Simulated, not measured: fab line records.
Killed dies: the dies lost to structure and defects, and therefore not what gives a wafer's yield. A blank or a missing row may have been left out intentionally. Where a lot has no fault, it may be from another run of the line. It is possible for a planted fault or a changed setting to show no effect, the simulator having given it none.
Chamber matching ; flow gf180mcu ; GF_V1_CMP_04 on cmp-01 has 4 sister chambers
The step polishes SiO2. 18 wafers are shown with their chamber, then 9 later ones without.

== WAFERS PAIRED WITH THEIR CHAMBERS ==
wafer;chamber;motor-current-A (A);head-pressure-psi (psi);time-to-endpoint-s (s)
L078.2;3;12.5;3.999;77
L078.3;0;11.4;3.989;82
L078.5;0;11.7;3.984;85
L079.2;2;12.7;4.001;80
L079.5;1;11.7;4.002;84
L079.6;0;11.2;4.002;96
L081.1;3;13.1;4.009;84
L081.4;2;12.3;4.004;85
L081.5;1;11.5;4.007;77
L082.1;2;12.2;3.997;76
L082.4;1;12.0;3.994;79
L082.5;0;11.4;3.999;83
L083.1;0;11.2;3.990;74
L083.4;1;12.3;4.002;78
L083.6;0;10.9;4.003;80
L084.2;3;13.1;3.999;67
L084.3;0;11.4;3.990;77
L084.4;2;12.0;3.993;68

SIGNATURES (means of the wafers above)
reading;chamber 0;chamber 1;chamber 2;chamber 3;scatter within a chamber
motor-current-A;11.314;11.875;12.300;12.900;0.297
head-pressure-psi;3.99386;4.00125;3.99875;4.00233;0.00626
time-to-endpoint-s;82.43;79.50;77.25;76.00;6.69
Rule: a wafer lies at a distance from a chamber equal to the root of the sum of squares, over the readings, of (its reading less the chamber's mean, divided by the reading's scatter). The wafer belongs to the nearest chamber; if the next one is less than 2 further off, it can't be placed. The scatter is the square root of a quotient: the sum, over the shown wafers, of each reading's squared deviation from its chamber's mean, divided by wafers minus chambers.

== WAFERS WITH NO CHAMBER GIVEN ==
wafer;motor-current-A (A);head-pressure-psi (psi);time-to-endpoint-s (s)
L086.1;11.9;3.999;82
L086.3;12.9;4.019;80
L086.4;12.2;4.006;84
L094.2;11.1;4.007;94
L094.4;13.3;4.002;87
L094.6;11.3;3.995;96
L097.2;11.6;3.992;80
L097.5;11.1;4.008;86
L097.6;12.7;3.998;90

== EACH ONE'S CHAMBER ==
wafer;from the rows above;in truth
L086.1;can't be placed: 1 or 2 or 0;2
L086.3;can't be placed: 3 or 2 or 1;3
L086.4;can't be placed: 1 or 2 or 3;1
L094.2;can't be placed: 0 or 1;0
L094.4;can't be placed: 3 or 2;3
L094.6;can't be placed: 0 or 1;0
L097.2;can't be placed: 0 or 1 or 2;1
L097.5;can't be placed: 0 or 1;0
L097.6;can't be placed: 3 or 2 or 1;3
Placed correctly: 0 of 9. Not placeable from these rows: 9 (in 9, the candidates include the true chamber). 0 placed wrongly.
